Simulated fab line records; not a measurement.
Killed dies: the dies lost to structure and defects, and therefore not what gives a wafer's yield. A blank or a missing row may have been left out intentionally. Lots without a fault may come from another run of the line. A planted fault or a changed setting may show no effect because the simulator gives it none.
A struck lot beside a sound one ; flow sky130 ; 21 out of 708 route steps
Sound: the wafers L205.1, L205.4, L205.5. Struck: wafer L221.6 (left out: L221.3, a lot-mate that was not struck); the cause follows at the end.
At each step with rows: each side's tool, then ch and its chambers, then its first start. Under that, the readings that differ: sound wafers ; struck wafers ; difference of the means ; sigmas: that difference in standard deviations of wafers without a fault.
alike: same words and numbers on both sides, and readings whose means sit less than 2 such deviations apart. not compared: any withheld reading, any reading some wafer has no value for, any bound like >300 that may hide the same value, and any number with overlapping values for which the record gives no deviation.
A row with sigmas, a row that says differs or no value, or rows on one side alone: a step with any of these is where the two part. Numbers that have no deviation but don't overlap get no sigmas and don't part them. A reading missing from all wafers of one side parts the sides only when that side holds two or more wafers.

first, 1 step without rows for these wafers: SKY_FIELD_ISO_CVD_24 (deposits SiO2, target thk 595 nm, time 99.2 s).
SKY_FIELD_ISO_THK_MEAS_25:
  struck on film metro-02, day 6 15:46; sound on film metro-02, day 3 08:03
  alike: FIELD_ISO_CVD_24_THK
then, 1 step without rows for these wafers: SKY_FIELD_ISO_ANNEAL_26 (time 1800 s).
SKY_FIELD_ISO_CMP_27: polishes, stops on Si3N4, t overpolish 16 s, target thk 457.8 nm.
  sound on cmp-01 ch 0,2, day 3 09:37; struck on cmp-02 ch 2, day 6 17:27
reading;sound;struck;difference;sigmas
time to endpoint s (s);105 102 103;112;+9;+2
  alike: motor current A, overpolish run s
then, 5 steps without rows for these wafers: SKY_FIELD_ISO_WET_ETCH_28 (etches SiO2 in dHF, target depth 23.7 nm, time 47 s); SKY_FIELD_ISO_WET_ETCH_29 (etches Si3N4 in H3PO4, target depth 160 nm, time 1825 s); SKY_FIELD_ISO_WET_ETCH_30 (etches SiO2 in dHF, target depth 25 nm, time 50 s); SKY_NWELL_CLEAN_00 (cleans in SC1/SC2, time 150 s); SKY_NWELL_OXIDATION_01 (stabilise 600 s, purge 300 s, target thk 10 nm).
SKY_NWELL_THK_MEAS_02:
  struck on film metro-02, day 6 19:38; sound on film metro-03, day 3 11:55
  alike: NWELL_OXIDATION_THK
then, 2 steps without rows for these wafers: SKY_DNWELL_DEHYDRATE_00 (time 60 s); SKY_DNWELL_HMDS_01 (prime time 60 s).
SKY_DNWELL_COAT_02: resist thk 3000 nm.
  sound on litho track-01 ch 0, day 3 19:50; struck on litho track-01 ch 0, day 7 04:47
reading;sound;struck;difference;sigmas
model.coat_of_DNWELL_COAT_02.thk nm (nm);3008 3004 3013;1958;-1050;
then, 3 steps without rows for these wafers: SKY_DNWELL_SOFTBAKE_03; SKY_DNWELL_EXPOSE_04 (exposes mask DNM, target cd 3000 nm); SKY_DNWELL_PEB_05.
SKY_DNWELL_DEVELOP_06: develop time 60 s.
  sound on litho track-04 ch 0; struck on litho track-02 ch 0
reading;sound;struck;difference;sigmas
model.coat_of_DNWELL_COAT_02.thk nm (nm);3004 3000 3009;1954;-1050;
after that, 1 step had no rows for these wafers: SKY_DNWELL_IMPLANT_07.
SKY_DNWELL_STRIP_08: strips in O2/N2.
  sound on plasma asher-03 ch 0, day 4 04:38; struck on plasma asher-02 ch 0, day 7 14:49
reading;sound;struck;difference;sigmas
oes product au (a.u.);0.728 0.730 0.726;0.716;-0.012;-2
strip time to endpoint s (s);37.00 36.95 37.07;24.85;-12.16;-99 or more
  alike: drypump motor current A
  not compared: rf hours counter h
SKY_DNWELL_TW_MEAS_09:
  struck on film metro-02, day 7 14:53; sound on film metro-02, day 4 04:44
  alike: DNWELL_TW
-- the record jumps here: 43 days lie between the struck wafers' starts before and after (it left off in module DNWELL and takes up again in module PAD_OPEN, whose first step shown is number 708 of the route) --
SKY_PAD_OPEN_PROBE_99:
  struck on prober-02, day 50 10:15; sound on prober-02, day 46 20:10
reading;sound;struck;difference;sigmas
model.etest.nfet_16v.r on ohm um;1.409e+04 1.396e+04 1.407e+04;1.345e+04;-5.900e+02;
model.etest.pfet g5v0d10v5.r on ohm um;4828 4746 4812;5071;+276;
model.etest.tip p.rs ohm sq;6796 6828 6763;7024;+228;
model.etest.res deep nwell.width nm (nm);3001 2989 2990;3101;+108;
model.etest.pfet_01v8.r on ohm um;2890 2835 2816;2926;+79;
model.etest.tip_p_5v.rs ohm sq;2835 2824 2845;2938;+103;
model.etest.nfet g5v0d10v5.r on ohm um;1878 1864 1888;1838;-39;
model.etest.nfet_05v0_nvt.drive ua um;573.1 576.2 577.4;606.9;+31.3;
  alike: killed_at_M0_to_M3, killed_at_M4_up, killed at contacts, killed at front end, killed at other, killed dies, killed open, killed short

## WHERE THEY PART
First at SKY_FIELD_ISO_CMP_27; last, within this record, at SKY_DNWELL_STRIP_08. Later steps at which nothing parts them and some readings are alike: SKY_DNWELL_TW_MEAS_09, SKY_PAD_OPEN_PROBE_99.

WHY: what had been put in by the simulator
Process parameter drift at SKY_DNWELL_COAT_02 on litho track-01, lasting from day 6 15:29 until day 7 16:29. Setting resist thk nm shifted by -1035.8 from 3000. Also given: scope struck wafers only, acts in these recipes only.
